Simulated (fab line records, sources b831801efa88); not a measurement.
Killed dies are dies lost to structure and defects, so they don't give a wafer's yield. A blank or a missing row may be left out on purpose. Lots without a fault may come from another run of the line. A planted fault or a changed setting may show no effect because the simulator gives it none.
A struck lot beside a sound one | flow sky130 | 17 steps out of a route of 708
Sound: wafers L825.2, L825.3, L825.6. Struck: wafer L838.5. (L838.1, L838.2 of the same lot were not struck and are left out.) The cause comes at the end.
At each step with rows: each side's tool, then ch and its chambers, then its first start. Under that, the readings that differ: sound wafers | struck wafers | difference of the means | sigmas: that difference in standard deviations of wafers without a fault.
alike: readings whose means differ by less than 2 such deviations, and words and numbers that are the same on both sides. not compared: withheld readings, readings that some wafer has no value for, bounds like >300 that may hide the same value, and numbers for which the record gives no deviation and whose values overlap.
The two part at a step that has a row with sigmas, a row that says differs or no value, or rows on one side only. Numbers that don't overlap but have no deviation are shown without sigmas and don't part them. A reading that every wafer of one side lacks parts them only if that side has two wafers or more.

first, 1 step without rows for these wafers: SKY_FIELD_ISO_DEVELOP_12 (develop time 60 s).
SKY_FIELD_ISO_CD_MEAS_13: target cd 150 nm.
  sound on cd_sem-01, day 3 07:10; struck on cd_sem-02, day 5 23:43
  alike: cd_nm
SKY_FIELD_ISO_ETCH_14: etches BARC in N2/H2, stops on SiO2, time 45.9 s, target depth 60 nm.
  sound on rie_diel-04 ch 0,2,3, day 3 07:16; struck on rie_diel-04 ch 3, day 5 23:50
  alike: drypump_motor_current_A, oes_product_au, throttle_valve_pct
  not compared: rf_hours_counter_h
SKY_FIELD_ISO_ETCH_15: etches the open film in CHF3/O2, stops on Si, target depth 180 nm, time 72 s.
  sound on rie_diel-04 ch 0,2,3, day 3 07:19; struck on rie_diel-04 ch 3, day 5 23:52
  alike: O2_flow_sccm, drypump_motor_current_A, oes_product_au, throttle_valve_pct
  not compared: rf_hours_counter_h
SKY_FIELD_ISO_STRIP_16: strips in O2/N2.
  sound on plasma_asher-04 ch 0,1, day 3 07:22; struck on plasma_asher-02 ch 0, day 5 23:55
  reading                      | sound             | struck | difference | sigmas
  drypump_motor_current_A (A)  | 6.0 5.2 6.0       | 4.7    | -1.0       | -2
  strip_time_to_endpoint_s (s) | 3.547 3.539 3.581 | 3.500  | -0.056     | -2
  alike: oes_product_au
  not compared: rf_hours_counter_h
SKY_FIELD_ISO_ETCH_17: etches Si in HBr/Cl2/O2, target depth 342 nm, time 97.7 s.
  sound on rie_si-02 ch 0,1,2, day 3 07:28; struck on rie_si-01 ch 1, day 6 00:01
  alike: O2_flow_sccm, drypump_motor_current_A, oes_product_au, throttle_valve_pct
  not compared: rf_hours_counter_h
then, 5 steps without rows for these wafers: SKY_FIELD_ISO_WET_ETCH_18 (etches Si3N4 in H3PO4, target depth 25 nm, time 286 s); SKY_FIELD_ISO_CLEAN_19 (cleans in SC1/SC2, time 150 s); SKY_FIELD_ISO_CLEAN_20 (cleans in dHF, time 20 s); SKY_FIELD_ISO_WET_ETCH_21 (etches SiO2 in dHF, target depth 20 nm, time 400 s); SKY_FIELD_ISO_OXIDATION_22 (stabilise 600 s, purge 300 s, target thk 10 nm).
SKY_FIELD_ISO_THK_MEAS_23:
  sound on film_metro-04, day 3 16:55; struck on film_metro-01, day 6 03:31
  alike: FIELD_ISO_OXIDATION_01_THK
SKY_FIELD_ISO_CVD_24: deposits SiO2, target thk 595 nm, time 99.2 s.
  sound on hdpcvd-01 ch 1,2, day 3 16:58; struck on hdpcvd-02 ch 0, day 6 03:35
  reading                                    | sound             | struck | difference | sigmas
  model.SiO2_of_FIELD_ISO_CVD_24.thk_nm (nm) | 607.8 593.1 598.2 | 696.2  | +96.5      |
  alike: sih4_flow_sccm
SKY_FIELD_ISO_THK_MEAS_25:
  sound on film_metro-04, day 3 17:03; struck on film_metro-03, day 6 03:52
  reading                   | sound       | struck | difference | sigmas
  FIELD_ISO_CVD_24_THK (nm) | 608 593 598 | 696    | +96        | +18
  not compared: hold
SKY_FIELD_ISO_CMP_27: polishes, stops on Si3N4, t overpolish 16 s, target thk 457.8 nm.
  sound on cmp-02 ch 0,1,3, day 4 01:22; struck on cmp-01 ch 0, day 6 10:06
  reading                | sound       | struck | difference | sigmas
  time_to_endpoint_s (s) | 121 113 114 | 138    | +22        | +5
  alike: head_pressure_psi, motor_current_A, slurry_filter_dp_kPa
then, 1 step without rows for these wafers: SKY_FIELD_ISO_WET_ETCH_28 (etches SiO2 in dHF, target depth 23.7 nm, time 47 s).
-- the record jumps here: 44 days lie between the struck wafers' starts before and after (it left off in module FIELD_ISO and takes up again in module PAD_OPEN, whose first step shown is number 708 of the route) --
SKY_PAD_OPEN_PROBE_99:
  the record has rows for the struck wafers here (prober-02, day 50 03:37) and none for the sound ones

WHERE THEY PART
First at SKY_FIELD_ISO_STRIP_16; last, within this record, at SKY_PAD_OPEN_PROBE_99.

WHY: what the simulator had put in
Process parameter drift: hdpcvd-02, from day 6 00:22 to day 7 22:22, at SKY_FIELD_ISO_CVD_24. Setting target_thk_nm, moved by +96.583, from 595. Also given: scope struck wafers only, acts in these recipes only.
